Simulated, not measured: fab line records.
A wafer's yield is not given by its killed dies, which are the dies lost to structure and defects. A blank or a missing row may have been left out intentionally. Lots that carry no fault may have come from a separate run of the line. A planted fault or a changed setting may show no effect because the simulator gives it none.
Which tool did it?	flow sky130	Sampling: 12 lots, 36 wafers, 2 of 708 route steps

== WHAT THE GAUGES READ, wafer by wafer ==
SKY_NWELL_RS_MEAS_31: measures by four-point-probe. Usual: PWDE_RS typically reads 5269 ohm/sq, with standard deviation 18.
lot	measured	on	PWDE_RS (ohm/sq)	flag
L895	day 5 18:37	film_metro-03	5268 5268 5258	
L904	day 7 21:10	film_metro-03	5269 5283 5259	
L905	day 8 06:52	film_metro-03	5298 5282 5281	
L907	day 8 13:28	film_metro-04	5284 5262 5283	
L908	day 8 18:04	film_metro-04	5276 5253 5279	
L910	day 9 16:34	film_metro-03	5302 5276 5294	
L911	day 9 17:20	film_metro-03	5324 5281 5307	
L912	day 9 23:19	film_metro-04	5246 5263 5256	
L914	day 10 08:34	film_metro-04	5246 5256 5261	
L915	day 10 16:13	film_metro-03	5275 5275 5288	
L917	day 11 18:04	film_metro-03	5282 5280 5315	
L916	day 11 18:25	film_metro-01	5264 5254 5253	

SKY_VT_ADJUST_LVTN_OVL_MEAS_18. Usual: VT_ADJUST_LVTN_01_OVL typically reads 0.8 nm, with standard deviation 1.4.
lot	measured	on	VT_ADJUST_LVTN_01_OVL (nm)	flag
L895	day 8 01:44	overlay-01	-0.7 2.5 1.4	
L904	day 10 13:23	overlay-02	-0.2 -1.1 -0.4	
L905	day 10 23:13	overlay-01	-0.2 -1.0 -1.5	
L907	day 11 09:04	overlay-01	-0.7 -0.9 -2.2	
L908	day 11 11:59	overlay-01	0.9 1.3 -0.1	
L910	day 12 15:35	overlay-02	2.0 1.5 2.1	
L911	day 12 15:53	overlay-01	1.9 0.7 2.1	
L912	day 12 22:35	overlay-02	2.2 2.8 0.1	
L914	day 13 09:10	overlay-02	2.9 2.5 2.7	
L915	day 13 18:26	overlay-01	-0.5 1.3 1.6	
L917	day 14 23:08	overlay-01	2.3 0.4 -0.5	
L916	day 14 23:43	overlay-01	-0.3 -1.5 -2.8	

== WHAT TOOL EACH LOT RAN ON (gives the tool, then ch and the chambers of the sampled wafers, and finally the start) ==
There is no process step in the record ahead of these readings.

== WHAT THE TOOLS THEMSELVES READ (means of the sampled wafers that have a number; where no wafer has one, the mark that the record gives instead) ==
The record holds no such reading with a usual standard deviation.

== THE ANSWER, worked out from the rows above alone ==
Rule: take the mean of a lot's wafers that have a number; if it is more than 3 standard deviations from the usual mean, the lot is off. Also off: a lot with no number at a reading for which 4 or more lots have one. All remaining lots with rows at the step are treated as sound. First the gauges in route order, then the tools' own readings, where a lot's mean is used as printed above. The first step at which some lot is off is used, and at that step the reading that is off furthest; a lot without a number counts as furthest.
Nothing can be told from this: no lot is off at any reading shown.

== WHAT THE SIMULATOR PUT IN ==
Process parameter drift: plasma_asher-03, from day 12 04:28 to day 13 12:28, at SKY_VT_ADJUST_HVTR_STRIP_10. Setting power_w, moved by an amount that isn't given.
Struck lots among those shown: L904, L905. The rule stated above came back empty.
